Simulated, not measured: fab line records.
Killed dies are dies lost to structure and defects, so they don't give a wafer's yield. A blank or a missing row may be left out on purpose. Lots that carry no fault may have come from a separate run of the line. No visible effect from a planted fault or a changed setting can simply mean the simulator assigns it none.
Struck lot and sound lot, side by side ; flow sky130 ; 20 out of 708 route steps
Sound: the wafers L109.1, L109.3, L109.6. Wafers struck: L115.2, L115.4, L115.6. The cause is named last.
At each step with rows: each side's tool, then ch and its chambers, then its first start. Under that, the readings that differ: sound wafers ; struck wafers ; difference of the means ; sigmas: that difference in standard deviations of wafers without a fault.
alike: readings whose means differ by less than 2 such deviations, and words and numbers that are the same on both sides. not compared: withheld readings, readings that some wafer has no value for, bounds like >300 that may hide the same value, and numbers for which the record gives no deviation and whose values overlap.
A row with sigmas, a row that says differs or no value, or rows on one side alone: a step with any of these is where the two part. Non-overlapping numbers with no deviation appear without sigmas and do not part them. A reading that every wafer of one side lacks parts them only if that side has two wafers or more.

SKY_METAL5_DESCUM_14: chemistry O2, time 11 s.
  sound on rie metal-03 ch 0,1, day 43 21:35; struck on rie metal-03 ch 0,1, day 45 15:26
  alike: drypump motor current A, oes product au
  not compared: rf hours counter h
SKY_METAL5_METAL_ETCH_15: etches the open film in Cl2/BCl3, stops on SiO2, target depth 1260 nm, time 252 s.
  sound on rie metal-03 ch 0,1, day 43 21:38; struck on rie metal-03 ch 0,1, day 45 15:29
  alike: drypump motor current A, mfc cl2 sccm, oes product au, throttle valve pct
  not compared: rf hours counter h
SKY_METAL5_STRIP_16: strips in O2/N2.
  sound on plasma asher-03 ch 0,1, day 43 21:52; struck on plasma asher-03 ch 0,1, day 45 15:47
reading;sound;struck;difference;sigmas
oes product au (a.u.);0.712 0.715 0.722;0.713 0.700 0.702;-0.011;-2
strip time to endpoint s (s);13.24 13.22 13.03;12.78 12.82 12.96;-0.31;-2
  alike: drypump motor current A
  not compared: rf hours counter h
then, 3 steps without rows for these wafers: SKY_METAL5_STRIP_17 (strips in post etch residue remover, time 1200 s); SKY_METAL5_CLEAN_18 (cleans in IPA, time 180 s); SKY_METAL5_CLEAN_19 (cleans in O3/DIW).
SKY_PASSIVATION_CVD_00: deposits SiO2, target thk 90 nm.
  sound on pecvd-03 ch 1,2, day 43 22:28; struck on pecvd-01 ch 0,1,2, day 45 16:23
  alike: heater power w
SKY_PASSIVATION_THK_MEAS_01:
  sound on film metro-01, day 43 22:29; struck on film metro-03, day 45 16:25
  alike: PASSIVATION_CVD_00_THK
SKY_PASSIVATION_CVD_02: deposits Si3N4, target thk 540 nm.
  sound on pecvd-01 ch 1,2, day 43 22:32; struck on pecvd-02 ch 1,2, day 45 16:28
  alike: heater power w
SKY_PASSIVATION_THK_MEAS_03:
  sound on film metro-03, day 43 22:46; struck on film metro-02, day 45 16:42
  alike: PASSIVATION_CVD_02_THK
then, 2 steps without rows for these wafers: SKY_PASSIVATION_DEHYDRATE_04 (time 60 s); SKY_PASSIVATION_HMDS_05 (prime time 60 s).
SKY_PASSIVATION_COAT_06: resist thk 3000 nm.
  sound on litho track-01 ch 0, day 44 09:35; struck on litho track-04 ch 0, day 46 02:31
reading;sound;struck;difference;sigmas
spin speed rpm (rpm);2001.8 1998.6 2001.3;2036.4 2036.4 2036.9;+36.0;+30
model.coat_of_PASSIVATION_COAT_06.thk nm (nm);3007 2988 2997;2971 2972 2975;-25;
then, 4 steps without rows for these wafers: SKY_PASSIVATION_SOFTBAKE_07; SKY_PASSIVATION_EXPOSE_08 (exposes mask NSM, target cd 3000 nm); SKY_PASSIVATION_PEB_09; SKY_PASSIVATION_DEVELOP_10 (develop time 60 s).
SKY_PASSIVATION_ETCH_11: etches the open film in CF4/O2, stops on AlCu, target depth 725 nm, time 161.1 s.
  sound on rie diel-04 ch 1,2,3, day 44 21:21; struck on rie diel-04 ch 0,3, day 46 13:38
reading;sound;struck;difference;sigmas
model.coat_of_PASSIVATION_COAT_06.thk nm (nm);2515 2507 2508;2492 2495 2495;-16;
  alike: drypump motor current A, oes product au, throttle valve pct
  not compared: rf hours counter h
then, 1 step without rows for these wafers: SKY_PASSIVATION_STRIP_12 (strips in O2/N2).
SKY_PAD_OPEN_PROBE_99:
  record: rows for the struck wafers here (prober-02, day 47 12:23), none for the sound ones

== WHERE THEY PART ==
First at SKY_METAL5_STRIP_16; last, within this record, at SKY_PAD_OPEN_PROBE_99.

WHY: what the simulator had put in
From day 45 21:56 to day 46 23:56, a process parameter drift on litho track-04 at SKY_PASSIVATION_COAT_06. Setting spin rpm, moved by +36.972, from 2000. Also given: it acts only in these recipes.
